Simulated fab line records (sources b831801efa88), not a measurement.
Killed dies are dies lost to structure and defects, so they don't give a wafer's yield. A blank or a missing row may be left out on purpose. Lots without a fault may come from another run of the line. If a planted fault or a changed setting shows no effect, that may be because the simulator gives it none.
Which tool was responsible? :: flow sky130 :: 11 lots, 31 wafers sampled, at 2 steps of a route of 708

== WHAT THE GAUGES SHOWED, per wafer ==
SKY_CONTACT_OVL_MEAS_15. Usual: for CONTACT_OVL the level is 2 nm and the standard deviation is 5.5.
lot: L868
measured: day 31 03:21
on: overlay-02
CONTACT_OVL (nm): 6 -1 1
flag: 

lot: L869
measured: day 31 21:54
on: overlay-02
CONTACT_OVL (nm): -7 3 -11
flag: 

lot: L870
measured: day 32 14:20
on: overlay-01
CONTACT_OVL (nm): -12 8 5
flag: 

lot: L879
measured: day 35 08:32
on: overlay-02
CONTACT_OVL (nm): 5 3
flag: 

lot: L881
measured: day 35 21:54
on: overlay-01
CONTACT_OVL (nm): -2 1
flag: 

lot: L882
measured: day 35 23:42
on: overlay-01
CONTACT_OVL (nm): -1 5 -4
flag: 

lot: L885
measured: day 37 07:41
on: overlay-02
CONTACT_OVL (nm): -5 -5 1
flag: 

lot: L887
measured: day 38 11:20
on: overlay-02
CONTACT_OVL (nm): -2 4 2
flag: 

lot: L888
measured: day 38 12:09
on: overlay-02
CONTACT_OVL (nm): 11 -1 3
flag: 

lot: L889
measured: day 38 14:24
on: overlay-02
CONTACT_OVL (nm): -7 4 -9
flag: 

lot: L891
measured: day 39 03:18
on: overlay-02
CONTACT_OVL (nm): 2 5 0
flag: 

== TOOL THAT RAN EACH LOT (tool first, then ch and the chambers of the sampled wafers, then the start) ==
lot: L868
SKY_LOCAL_INTERCONNECT_ETCH_13: rie metal-04 ch 0,1, day 29 22:41

lot: L869
SKY_LOCAL_INTERCONNECT_ETCH_13: rie metal-01 ch 0,1, day 30 16:01

lot: L870
SKY_LOCAL_INTERCONNECT_ETCH_13: rie metal-01 ch 0,1, day 31 09:16

lot: L879
SKY_LOCAL_INTERCONNECT_ETCH_13: rie metal-04 ch 0,1, day 34 05:10

lot: L881
SKY_LOCAL_INTERCONNECT_ETCH_13: rie metal-02 ch 1, day 34 18:23

lot: L882
SKY_LOCAL_INTERCONNECT_ETCH_13: rie metal-02 ch 0,1, day 34 20:14

lot: L885
SKY_LOCAL_INTERCONNECT_ETCH_13: rie metal-01 ch 0,1, day 36 04:19

lot: L887
SKY_LOCAL_INTERCONNECT_ETCH_13: rie metal-04 ch 0,1, day 37 08:26

lot: L888
SKY_LOCAL_INTERCONNECT_ETCH_13: rie metal-02 ch 1, day 37 08:52

lot: L889
SKY_LOCAL_INTERCONNECT_ETCH_13: rie metal-04 ch 0,1, day 37 12:08

lot: L891
SKY_LOCAL_INTERCONNECT_ETCH_13: rie metal-01 ch 0, day 38 01:20
- SKY_LOCAL_INTERCONNECT_ETCH_13: etches BARC in N2/H2, stops on SiO2, time 45.9 s, target depth 60 nm.

== WHAT THE TOOLS THEMSELVES READ (means of the sampled wafers that have a number; where no wafer has one, the mark that the record gives instead) ==
SKY_LOCAL_INTERCONNECT_ETCH_13. Usual: drypump motor current A 6.19 A, standard deviation 0.17; oes product au 0.855 a.u., standard deviation 0.0047; rf fwd power W 494.5 W, standard deviation 1.8; throttle valve pct 13.225 %, standard deviation 0.009.
lot: L868
tool: rie metal-04
drypump motor current A (A): 6.25
oes product au (a.u.): 0.855
rf fwd power W (W): 495.7
throttle valve pct (%): 13.223
flag: 

lot: L869
tool: rie metal-01
drypump motor current A (A): 6.30
oes product au (a.u.): 0.860
rf fwd power W (W): 493.0
throttle valve pct (%): 13.228
flag: 

lot: L870
tool: rie metal-01
drypump motor current A (A): 6.29
oes product au (a.u.): 0.855
rf fwd power W (W): 494.6
throttle valve pct (%): 13.229
flag: 

lot: L879
tool: rie metal-04
drypump motor current A (A): 6.22
oes product au (a.u.): 0.861
rf fwd power W (W): 496.1
throttle valve pct (%): 13.224
flag: 

lot: L881
tool: rie metal-02
drypump motor current A (A): 6.30
oes product au (a.u.): 0.855
rf fwd power W (W): 494.6
throttle valve pct (%): 13.212
flag: 

lot: L882
tool: rie metal-02
drypump motor current A (A): 6.19
oes product au (a.u.): 0.857
rf fwd power W (W): 494.7
throttle valve pct (%): 13.227
flag: 

lot: L885
tool: rie metal-01
drypump motor current A (A): 6.30
oes product au (a.u.): 0.855
rf fwd power W (W): 494.1
throttle valve pct (%): 13.220
flag: 

lot: L887
tool: rie metal-04
drypump motor current A (A): 6.27
oes product au (a.u.): 0.851
rf fwd power W (W): 493.5
throttle valve pct (%): 13.227
flag: 

lot: L888
tool: rie metal-02
drypump motor current A (A): 6.31
oes product au (a.u.): 0.847
rf fwd power W (W): 495.7
throttle valve pct (%): 13.224
flag: 

lot: L889
tool: rie metal-04
drypump motor current A (A): 6.27
oes product au (a.u.): 0.853
rf fwd power W (W): 497.5
throttle valve pct (%): 13.223
flag: 

lot: L891
tool: rie metal-01
drypump motor current A (A): 6.28
oes product au (a.u.): 0.861
rf fwd power W (W): 493.9
throttle valve pct (%): 13.226
flag: 

== THE ANSWER, worked out from the rows above alone ==
Rule: lot off if the mean of its wafers having a number is beyond 3 standard deviations from the usual mean. Also off: a lot with no number at a reading for which 4 or more lots have one. Where the step has rows for the other lots, those lots are counted as sound. First the gauges in route order, then the tools' own readings, where a lot's mean is used as printed above. At the first step where some lot is off, the reading lying furthest off is the one used; lots without a number count as furthest.
No lot is off at any reading shown: from this, nothing can be told.

== WHAT HAD BEEN PUT IN BY THE SIMULATOR ==
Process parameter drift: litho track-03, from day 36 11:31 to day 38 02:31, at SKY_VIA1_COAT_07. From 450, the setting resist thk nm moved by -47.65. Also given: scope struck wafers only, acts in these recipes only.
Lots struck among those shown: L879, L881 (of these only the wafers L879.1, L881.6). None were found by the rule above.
